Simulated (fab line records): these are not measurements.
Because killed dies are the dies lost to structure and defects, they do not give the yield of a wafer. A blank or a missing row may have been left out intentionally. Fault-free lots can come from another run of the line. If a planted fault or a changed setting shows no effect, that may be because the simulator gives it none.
A struck lot beside a sound one || flow gf180mcu || 15 out of 602 route steps
Sound: these wafers, L177.2, L177.3, L177.4. Struck: wafer L187.4. (L187.3, L187.5 of the same lot were not struck and are left out.) The cause comes at the end.
Per side, at each step with rows, come the tool, then ch with its chambers, and then its first start. Under that, the readings that differ: sound wafers || struck wafers || difference of the means || sigmas: that difference in standard deviations of wafers without a fault.
alike: words and numbers the same on both sides, and readings whose means are apart by under 2 such deviations; not compared: readings that were withheld, readings missing a value for some wafer, numbers with overlapping values and no deviation given by the record, and bounds like >300 which may hide the same value.
Wherever a step has rows on one side only, a row that says differs or no value, or a row with sigmas, the two part there. Numbers that have no deviation but don't overlap get no sigmas and don't part them. A reading that every wafer of one side lacks parts them only if that side has two wafers or more.

first, 5 steps without rows for these wafers: GF_V3_COAT_09 (resist thk 1000 nm); GF_V3_SOFTBAKE_10 (time 60 s); GF_V3_EXPOSE_11 (exposes mask Via3, target cd 260 nm); GF_V3_PEB_12 (peb time 90 s); GF_V3_DEVELOP_13 (develop time 60 s).
GF_V3_CD_MEAS_14 targets a cd of 260 nm.
  sound on cd sem-02, day 22 17:32; struck on cd sem-01, day 26 08:24
  alike: cd nm
GF_V3_OVL_MEAS_15:
  sound on overlay-02, day 22 17:38; struck on overlay-01, day 26 08:29
  alike: V3_OVL
GF_V3_ETCH_16: etches BARC in N2/H2.
  sound on rie diel-02 ch 0,1,3, day 22 17:40; struck on rie diel-03 ch 0, day 26 08:31
  alike: drypump motor current A, oes product au, throttle valve pct
GF_V3_ETCH_17: etches SiO2 in C4F8/O2/Ar, stops on TiN, target depth 635 nm.
  sound on rie diel-02 ch 0,1,3; struck on rie diel-03 ch 0
  alike: oes product au
GF_V3_STRIP_18: strips in O2/N2.
  sound on plasma asher-02 ch 0,1, day 22 17:47; struck on plasma asher-04 ch 0, day 26 08:40
{"reading": "heater power w (W)", "sound": "343 305 350", "struck": 279, "difference": -54, "sigmas": -2}
  alike: drypump motor current A, oes product au
  not compared: rf hours counter h
then, 2 steps without rows for these wafers: GF_V3_STRIP_19 (strips in post etch residue remover, time 1200 s); GF_V3_CLEAN_20 (cleans in DIW).
GF_V3_SPUTTER_21: material Ti, target thk 15 nm, time 80.02 s.
  sound on pvd sputter-02, day 22 18:20; struck on pvd sputter-02, day 26 09:10
{"reading": "model.Ti_of_V3_SPUTTER_21.thk nm (nm)", "sound": "15.11 14.87 14.98", "struck": 17.46, "difference": "+2.47", "sigmas": ""}
  alike: throttle valve pct
GF_V3_SPUTTER_22: material TiN, target thk 10 nm, time 40 s.
  sound on pvd sputter-02, day 22 18:23; struck on pvd sputter-02, day 26 09:14
  alike: throttle valve pct
GF_PASSIVATION_PROBE_99:
  the record has rows for the sound wafers here (prober-02, day 29 08:52) and none for the struck ones

== WHERE THEY PART ==
At GF_V3_STRIP_18 first; at GF_PASSIVATION_PROBE_99 last (within this record only).

WHY: the cause the simulator had injected
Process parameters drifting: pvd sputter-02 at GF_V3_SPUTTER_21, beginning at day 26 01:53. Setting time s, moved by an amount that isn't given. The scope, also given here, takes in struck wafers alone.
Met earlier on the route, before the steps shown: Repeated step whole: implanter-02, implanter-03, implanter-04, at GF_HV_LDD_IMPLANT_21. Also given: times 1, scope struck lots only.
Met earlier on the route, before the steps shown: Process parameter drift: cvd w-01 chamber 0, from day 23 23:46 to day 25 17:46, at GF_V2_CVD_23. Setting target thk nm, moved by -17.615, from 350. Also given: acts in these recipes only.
